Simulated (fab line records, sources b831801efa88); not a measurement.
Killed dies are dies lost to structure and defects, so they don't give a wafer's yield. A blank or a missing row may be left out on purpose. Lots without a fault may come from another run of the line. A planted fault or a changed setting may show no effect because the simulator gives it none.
Which tool did it? | flow sky130 | 14 lots, 42 wafers sampled, at 4 steps of a route of 708

WHAT THE GAUGES READ, wafer by wafer
SKY_NWELL_RS_MEAS_29: measures by four-point-probe.
lot  | measured     | on            | NWELL_RS (ohm/sq)
L273 | day 5 06:53  | film_metro-02 | 624.2 623.3 625.4
L274 | day 5 13:29  | film_metro-03 | 626.7 625.5 627.3
L275 | day 5 16:48  | film_metro-02 | 625.5 624.6 624.0
L277 | day 6 18:28  | film_metro-02 | 623.2 625.5 626.7
L278 | day 6 20:58  | film_metro-01 | 624.5 625.5 625.4
L279 | day 6 22:34  | film_metro-03 | 625.5 624.2 623.4
L282 | day 7 17:05  | film_metro-01 | 624.6 623.2 624.4
L284 | day 8 02:09  | film_metro-03 | 620.3 622.1 623.5
L289 | day 9 06:02  | film_metro-02 | 652.2 654.1 653.7
L290 | day 9 11:34  | film_metro-02 | 650.9 649.6 649.2
L293 | day 10 07:34 | film_metro-01 | 626.4 625.6 624.1
L294 | day 10 23:25 | film_metro-02 | 623.2 623.6 624.1
L295 | day 11 02:49 | film_metro-01 | 626.2 624.4 623.7
L296 | day 11 03:43 | film_metro-01 | 625.4 622.5 624.0

SKY_VIA3_RS_MEAS_22: measures by four-point-probe.
lot  | measured     | on            | VIA3_W_RS (ohm/sq)
L273 | day 39 05:21 | film_metro-04 | 0.297 0.293 0.294
L274 | day 39 13:16 | film_metro-04 | 0.294 0.294 0.296
L275 | day 39 22:41 | film_metro-04 | 0.296 0.298 0.297
L277 | day 41 03:53 | film_metro-01 | 0.300 0.301 0.299
L278 | day 41 12:56 | film_metro-02 | 0.298 0.298 0.300
L279 | day 41 17:20 | film_metro-02 | 0.288 0.288 0.290
L282 | day 42 06:27 | film_metro-01 | 0.298 0.297 0.297
L284 | day 43 00:56 | film_metro-02 | 0.295 0.294 0.295
L293 | day 44 23:10 | film_metro-04 | 0.300 0.294 0.292
L294 | day 45 20:21 | film_metro-01 | 0.295 0.296 0.296
L295 | day 46 00:33 | film_metro-02 | 0.297 0.292 0.298
L296 | day 46 00:11 | film_metro-01 | 0.294 0.293 0.299

WHICH TOOL RAN EACH LOT (tool, then ch and the chambers of the sampled wafers, then the start)
lot  | SKY_NWELL_IMPLANT_13            | SKY_CAPM_STRIP_14
L273 | implanter-02 ch 0, day 4 13:04  | plasma_asher-04 ch 0,1, day 36 23:08
L274 | implanter-03 ch 0, day 4 19:11  | plasma_asher-02 ch 0,1, day 37 07:38
L275 | implanter-03 ch 0, day 4 22:03  | plasma_asher-02 ch 0,1, day 37 17:18
L277 | implanter-04 ch 0, day 5 23:28  | plasma_asher-01 ch 1, day 38 23:41
L278 | implanter-04 ch 0, day 6 01:27  | plasma_asher-02 ch 0,1, day 39 08:23
L279 | implanter-04 ch 0, day 6 02:34  | plasma_asher-04 ch 0,1, day 39 13:14
L282 | implanter-02 ch 0, day 6 21:38  | plasma_asher-04 ch 0,1, day 40 04:11
L284 | implanter-04 ch 0, day 7 05:53  | plasma_asher-01 ch 0,1, day 40 22:50
L289 | implanter-04, day 8 09:04       | -
L290 | implanter-03, day 8 14:48       | -
L293 | implanter-04 ch 0, day 9 08:59  | plasma_asher-01 ch 0,1, day 42 23:23
L294 | implanter-03 ch 0, day 10 00:43 | plasma_asher-01 ch 0,1, day 43 21:11
L295 | implanter-03 ch 0, day 10 04:29 | plasma_asher-01 ch 0,1, day 44 02:41
L296 | implanter-04 ch 0, day 10 04:36 | plasma_asher-01 ch 1, day 44 02:02
- SKY_NWELL_IMPLANT_13
- SKY_CAPM_STRIP_14: strips in O2/N2.

WHAT THE TOOLS THEMSELVES READ (means of the sampled wafers that have a number; where no wafer has one, the mark that the record gives instead)
SKY_NWELL_IMPLANT_13.
lot  | tool         | beam_energy_keV | beam_on_s (s)
L273 | implanter-02 | 49.999          | 10.01
L274 | implanter-03 | 49.994          | 9.89
L275 | implanter-03 | 50.002          | 9.99
L277 | implanter-04 | 49.994          | 10.17
L278 | implanter-04 | 49.997          | 9.90
L279 | implanter-04 | 49.996          | 10.13
L282 | implanter-02 | 50.006          | 10.29
L284 | implanter-04 | 50.013          | 9.98
L289 | implanter-04 | -               | -
L290 | implanter-03 | -               | -
L293 | implanter-04 | 49.981          | 10.02
L294 | implanter-03 | 49.999          | 10.09
L295 | implanter-03 | 50.008          | 9.98
L296 | implanter-04 | 49.989          | 10.21

SKY_CAPM_STRIP_14.
lot  | tool            | drypump_motor_current_A (A) | oes_product_au (a.u.) | strip_time_to_endpoint_s (s)
L273 | plasma_asher-04 | 5.5                         | 0.711                 | 12.62
L274 | plasma_asher-02 | 6.3                         | 0.712                 | 12.64
L275 | plasma_asher-02 | 6.1                         | 0.707                 | 12.66
L277 | plasma_asher-01 | 5.0                         | 0.710                 | 12.62
L278 | plasma_asher-02 | 6.1                         | 0.710                 | 12.69
L279 | plasma_asher-04 | 5.4                         | 0.712                 | 12.69
L282 | plasma_asher-04 | 5.1                         | 0.707                 | 12.62
L284 | plasma_asher-01 | 5.2                         | 0.714                 | 12.65
L293 | plasma_asher-01 | 5.2                         | 0.710                 | 12.69
L294 | plasma_asher-01 | 5.2                         | 0.709                 | 12.68
L295 | plasma_asher-01 | 5.5                         | 0.708                 | 12.67
L296 | plasma_asher-01 | 5.0                         | 0.708                 | 12.70

THE ANSWER, worked out from the rows above alone
Rule: what is usual is taken from the lots themselves. Put in order of their means at a reading, lots are off if they are a third of the lots or fewer, leave a main group of 4 or more, and stand apart from it by a gap of 3 or more times the standard deviation of the main group's means; of several such gaps the widest counts. A main group whose means are all the same, to the digits that the tables above print for the reading, isn't used. A lot without any number at a reading at which 4 lots or more have one is off too. The other lots that the step has rows for count as sound. The gauges are gone through in route order, then the tools' own readings, and for those a lot's mean is taken as printed above. The first step at which some lot is off is used, and at that step the reading that is off furthest; a lot without a number counts as furthest.
Off: L289, L290, at SKY_NWELL_RS_MEAS_29 (NWELL_RS). The main group: mean 624.5 ohm/sq, standard deviation 1.1.
A tool fits if, at a process step before that reading, it ran every lot that is off, and no sound lot after the first of them. The gauges at SKY_NWELL_RS_MEAS_29 aren't tried: what is off there is off at SKY_NWELL_IMPLANT_13 too, on other tools, and a gauge's error can't cause that. None of those tried fits.

WHAT THE SIMULATOR HAD PUT IN
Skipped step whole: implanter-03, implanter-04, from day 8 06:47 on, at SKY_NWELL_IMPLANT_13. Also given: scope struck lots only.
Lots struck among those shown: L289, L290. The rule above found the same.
